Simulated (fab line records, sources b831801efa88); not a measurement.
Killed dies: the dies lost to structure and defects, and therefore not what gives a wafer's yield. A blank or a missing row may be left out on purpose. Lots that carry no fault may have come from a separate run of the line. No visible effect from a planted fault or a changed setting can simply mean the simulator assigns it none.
One fault seen from 2 desks    flow gf180mcu    each desk has only its own numbers; what lay behind them comes last

AT THE TOOL OWNER'S DESK: implanter-01
The tool's own readings at GF_LVPWELL_IMPLANT_09, given as means over the sampled wafers that have a number, one for each lot that went through this tool. Marked OUT: a lot whose mean sits more than 4 standard deviations from the usual mean, which makes it out of limits; the brackets give that distance.
Columns: A = doseIonsCm2 at GF_LVPWELL_IMPLANT_09, usual 4.999e+12; B = endStationPressureTorr at GF_LVPWELL_IMPLANT_09, usual 5.01e-06 Torr; C = faradayCurrentUA at GF_LVPWELL_IMPLANT_09, usual 28.2
lot   first seen here  A                            B         C
L745  day 4 07:43      4.998e+12                    5.05e-06  28.9
L746  day 4 13:56      4.990e+12                    5.05e-06  27.7
L747  day 4 19:01      5.850e+12 (+99 or more) OUT  4.69e-06  32.3 (+7.7) OUT
L749  day 5 06:06      5.848e+12 (+99 or more) OUT  5.29e-06  33.0 (+9.0) OUT
L764  day 8 21:11      4.994e+12                    4.96e-06  28.2
Finding of this desk: L747, L749 out of limits; the first was L747 at day 4 19:01, on doseIonsCm2 at GF_LVPWELL_IMPLANT_09. Within limits: L745, L746, L764.

METROLOGY DESK
What the gauges read, lot by lot, whatever tool the lot ran on: means of the sampled wafers that have a number. Marked OUT: a lot whose mean sits more than 4 standard deviations from the usual mean, which makes it out of limits; the brackets give that distance.
Columns: A = VT_IMPLANT_OVL at GF_VT_IMPLANT_OVL_MEAS_07, usual -0.6 nm; B = LVPWELL_RS at GF_VT_IMPLANT_RS_MEAS_48, usual 1196 ohm/sq; C = MVPSD_RS at GF_VT_IMPLANT_RS_MEAS_49, usual 1169 ohm/sq
lot   first seen here  A     B               C
L745  day 6 02:17      -0.8  1198            1170
L746  day 6 08:53      -2.8  1197            1167
L747  day 6 14:47      -0.4  1161 (-11) OUT  1167
L749  day 7 03:43      -0.6  1156 (-12) OUT  1166
L756  day 8 21:55      -1.0  1203            1172
L757  day 9 05:40      0.5   1195            1171
L760  day 9 21:43      -0.0  1198            1172
L762  day 10 14:44     -1.5  1193            1167
L763  day 10 18:48     -1.1  1192            1167
L764  day 11 03:04     1.8   1194            1168
L765  day 11 08:37     -0.4  1194            1170
This desk reports L747, L749 out of limits; the earliest was L747 at day 8 15:32 (LVPWELL_RS at GF_VT_IMPLANT_RS_MEAS_48). Within limits: L745, L746, L756, L757, L760, L762, L763, L764, L765.

PUT TOGETHER
At day 4 19:01, on L747, L749, the tool owner's desk was in a position to raise an alarm.
On L747, L749, the metrology desk was in a position to raise an alarm at day 8 15:32.
Of the lots named, all ran GF_LVPWELL_IMPLANT_09 on implanter-01.

WHAT WAS PUT IN BY THE SIMULATOR
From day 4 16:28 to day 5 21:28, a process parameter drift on implanter-01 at GF_LVPWELL_IMPLANT_09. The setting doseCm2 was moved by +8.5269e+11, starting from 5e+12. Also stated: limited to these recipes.
Struck lots among those shown: L747, L749.
Delay (hours) between the fault's onset and each desk's first out-of-limits reading: 3 at the tool owner's desk, 95 at the metrology desk.
